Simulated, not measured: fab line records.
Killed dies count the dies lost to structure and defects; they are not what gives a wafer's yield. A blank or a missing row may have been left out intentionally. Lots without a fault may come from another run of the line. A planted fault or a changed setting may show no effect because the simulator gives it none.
Comparing a struck lot with a sound one ; flow sky130 ; 32 out of 708 route steps
Sound: the wafers L670.1, L670.3, L670.5. Struck: wafer L679.4. Last of all comes the cause.
Per side, at each step with rows, come the tool, then ch with its chambers, and then its first start. Under that, the readings that differ: sound wafers ; struck wafers ; difference of the means ; sigmas: that difference in standard deviations of wafers without a fault.
alike: readings with means less than 2 such deviations apart, plus words and numbers identical on both sides. not compared: withheld readings, readings lacking a value on some wafer, bounds such as >300 that could conceal the same value, and numbers that have no deviation in the record and whose values overlap.
A row with sigmas, a row that says differs or no value, or rows on one side alone: a step with any of these is where the two part. Non-overlapping numbers with no deviation appear without sigmas and do not part them. A reading missing from all wafers of one side parts the sides only when that side holds two or more wafers.

first, 3 steps without rows for these wafers: SKY_CONTACT_STRIP_20 (strips in post etch residue remover, time 1200 s); SKY_CONTACT_CLEAN_21 (cleans in IPA, time 180 s); SKY_CONTACT_CLEAN_22 (cleans in O3/DIW).
SKY_CONTACT_SPUTTER_23: material TiN, target thk 20 nm, time 80 s.
  sound: pvdSputter-03 at day 34 17:20; struck: pvdSputter-01 at day 37 03:34
  alike: throttleValvePct
then, 1 step without rows for these wafers: SKY_CONTACT_CVD_24 (deposits W, target thk 340 nm, time 102.12 s).
SKY_CONTACT_RS_MEAS_25: measures by four-point-probe.
  sound: filmMetro-04 at day 34 17:30; struck: filmMetro-02 at day 37 03:47
  alike: CONTACT_W_RS
SKY_CONTACT_THK_MEAS_26: measures by xrf.
  sound: filmMetro-04 at day 34 17:37; struck: filmMetro-02 at day 37 03:53
  alike: CONTACT_W_THK
then, 1 step without rows for these wafers: SKY_CONTACT_CMP_27 (polishes, stops on SiO2, t overpolish 15 s, target thk 0 nm).
SKY_METAL1_SPUTTER_00: material Ti, target thk 15 nm, time 10 s.
  sound: pvdSputter-01 at day 34 17:59; struck: pvdSputter-04 at day 37 04:13
  alike: throttleValvePct
then, 2 steps without rows for these wafers: SKY_METAL1_SPUTTER_01 (material TiN, target thk 20 nm, time 16.7 s); SKY_METAL1_SPUTTER_02 (material AlCu, target thk 250 nm, time 13.3 s).
SKY_METAL1_SPUTTER_03: material Ti, target thk 5 nm, time 3.3 s.
  sound: pvdSputter-01 at day 34 18:03; struck: pvdSputter-04 at day 37 04:17
  alike: throttleValvePct
SKY_METAL1_SPUTTER_04: material TiN, target thk 70 nm, time 58.3 s.
  sound: pvdSputter-01 at day 34 18:04; struck: pvdSputter-04 at day 37 04:18
reading;sound;struck;difference;sigmas
model.TiN_of_METAL1_SPUTTER_04.thkNm (nm);70.72 71.1 70.04;77.11;+6.49;
  alike: throttleValvePct
SKY_METAL1_RS_MEAS_05: measures by four-point-probe.
  sound: filmMetro-03 at day 34 18:07; struck: filmMetro-03 at day 37 04:25
  alike: METAL1_ALCU_RS
SKY_METAL1_THK_MEAS_06: measures by xrf.
  sound: filmMetro-03 at day 34 18:14; struck: filmMetro-03 at day 37 04:30
  alike: METAL1_ALCU_THK
then, 8 steps without rows for these wafers: SKY_METAL1_DEHYDRATE_07 (time 60 s); SKY_METAL1_HMDS_08 (prime time 60 s); SKY_METAL1_COAT_09 (resist thk 60 nm); SKY_METAL1_COAT_10 (resist thk 450 nm); SKY_METAL1_SOFTBAKE_11 (time 90 s); SKY_METAL1_EXPOSE_12 (exposes mask MM1, target cd 140 nm); SKY_METAL1_PEB_13; SKY_METAL1_DEVELOP_14 (develop time 60 s).
SKY_METAL1_CD_MEAS_15: the cd target is 140 nm.
  sound: cdSem-01 at day 35 20:55; struck: cdSem-01 at day 38 05:53
  alike: cdNm
SKY_METAL1_OVL_MEAS_16:
  sound: overlay-02 at day 35 21:02; struck: overlay-02 at day 38 05:58
  alike: METAL1_OVL
SKY_METAL1_DESCUM_17: chemistry O2, time 8 s.
  sound on rieMetal-03 ch 1, day 35 21:05; struck on rieMetal-03 ch 0, day 38 05:59
  alike: drypumpMotorCurrentA, oesProductAu
  not compared: rfHoursCounterH
then, 2 steps without rows for these wafers: SKY_METAL1_ETCH_18 (etches BARC in N2/H2, stops on SiO2, time 45.9 s, target depth 60 nm); SKY_METAL1_METAL_ETCH_19 (etches the open film in Cl2/BCl3, stops on SiO2, target depth 360 nm, time 78 s).
SKY_METAL1_STRIP_20: strips in O2/N2.
  sound on plasmaAsher-03 ch 0,1, day 35 21:27; struck on plasmaAsher-02 ch 0, day 38 06:12
reading;sound;struck;difference;sigmas
n2FlowSccm (sccm);300.0 298.3 298.5;300.7;+1.8;+2
stripTimeToEndpointS (s);2.64 2.62 2.62;2.73;+0.10;+2
  alike: drypumpMotorCurrentA, o2FlowSccm, oesProductAu
  not compared: rfHoursCounterH
SKY_METAL1_STRIP_21: strips in post etch residue remover, time 1200 s.
  sound on wetBench-02 ch 3, day 35 21:33; struck on wetBench-04 ch 3, day 38 06:16
reading;sound;struck;difference;sigmas
model.TiN_of_METAL1_SPUTTER_04.thkNm (nm);70.3 70.68 69.62;76.69;+6.49;
  alike: bathGuardTempC
then, 1 step without rows for these wafers: SKY_METAL1_CLEAN_22 (cleans in IPA, time 180 s).
-- the record jumps here: 12 days lie between the struck wafers' starts before and after (it left off in module METAL1 and takes up again in module PAD_OPEN, whose first step shown is number 708 of the route) --
SKY_PAD_OPEN_PROBE_99:
  sound: prober-01 at day 48 05:24; struck: prober-02 at day 50 00:56
reading;sound;struck;difference;sigmas
model.etest.tipSonos.rsOhmSq;2541 2574 2573;1.021e+04;+7.647e+03;
model.etest.sonosUncharged.rOnOhmUm;821.3 794.6 800.9;949.8;+144.2;
model.etest.tipSonos.rsOhmSqRange;30.46 41.66 50.49;148.8;+107.9;
model.etest.sonosErased.driveUaUm;188.1 158.3 183.4;122.6;-54.0;
model.etest.sonosErased.vtV (V);-2.258 -2.219 -2.28;-1.822;+0.430;
model.etest.sonosUncharged.vtV (V);-0.4537 -0.4403 -0.4782;-0.1783;+0.2791;
model.etest.sonosBaked.vtV (V);0.969 0.9602 0.9926;1.084;+0.110;
model.etest.sonosProgrammed.vtV (V);1.441 1.467 1.492;1.545;+0.078;
  alike: killed_at_M0_to_M3, killed_at_M4_up, killedAtContacts, killedAtFrontEnd, killedAtOther, killedDies, killedOpen, killedShort

## WHERE THEY PART
SKY_METAL1_STRIP_20 only, going by this record. Later steps at which nothing parts them and some readings are alike: SKY_METAL1_STRIP_21, SKY_PAD_OPEN_PROBE_99.

WHY: whatever the simulator had introduced
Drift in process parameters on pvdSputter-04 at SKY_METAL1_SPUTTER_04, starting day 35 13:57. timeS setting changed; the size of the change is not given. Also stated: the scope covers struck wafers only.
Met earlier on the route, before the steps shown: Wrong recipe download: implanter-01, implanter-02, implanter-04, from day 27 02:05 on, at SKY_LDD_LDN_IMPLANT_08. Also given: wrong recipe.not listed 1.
